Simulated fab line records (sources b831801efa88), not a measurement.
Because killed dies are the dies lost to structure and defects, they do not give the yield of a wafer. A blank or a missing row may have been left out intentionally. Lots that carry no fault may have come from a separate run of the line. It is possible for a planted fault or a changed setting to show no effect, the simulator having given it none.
Chamber matching    flow sky130    4 sister chambers for SKY_VIA3_CMP_02 on cmp-01
The step polishes SiO2. 8 wafers are shown with their chamber, then 12 later ones without.

## EACH WAFER AND ITS CHAMBER
wafer   chamber  motor current A (A)
L083.2  1        12.4
L083.3  3        10.6
L085.1  2        10.6
L085.2  1        11.9
L085.3  0        11.0
L087.2  3        11.1
L087.3  2        10.6
L087.4  0        10.7

## WAFERS MISSING THEIR CHAMBER
wafer   motor current A (A)
L092.1  10.6
L092.5  10.3
L092.6  10.5
L090.1  11.0
L090.3  11.1
L090.6  10.9
L094.2  10.8
L094.5  11.7
L094.6  10.7
L096.3  12.7
L096.4  10.1
L096.5  12.1

## THE CHAMBER EACH PASSED THROUGH
wafer   from the rows above           in truth
L092.1  can't be placed: 2 or 0 or 3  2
L092.5  can't be placed: 2 or 0 or 3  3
L092.6  can't be placed: 2 or 0 or 3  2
L090.1  can't be placed: 0 or 3 or 2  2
L090.3  can't be placed: 0 or 3 or 2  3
L090.6  can't be placed: 0 or 3 or 2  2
L094.2  can't be placed: 0 or 3 or 2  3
L094.5  can't be placed: 1 or 0 or 3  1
L094.6  can't be placed: 2 or 0 or 3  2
L096.3  1                             1
L096.4  can't be placed: 2 or 0 or 3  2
L096.5  1                             1
Correctly placed: 2 of 12. These rows do not allow placing 10 (true chamber among the candidates in 10). Number placed wrongly: 0.
How it was worked out, from the rows above alone: a wafer's distance from a chamber is the root of the sum, over the readings, of the square of ((its reading less the chamber's mean) divided by the reading's scatter). The wafer belongs to the nearest chamber; if the next one is less than 2 further off, it can't be placed. For every chamber, the mean is computed from those of its wafers that are shown. How the scatter is found: for the shown wafers, subtract from each reading the mean of its chamber, square and add these, divide the total by (wafers less chambers), then take the root.
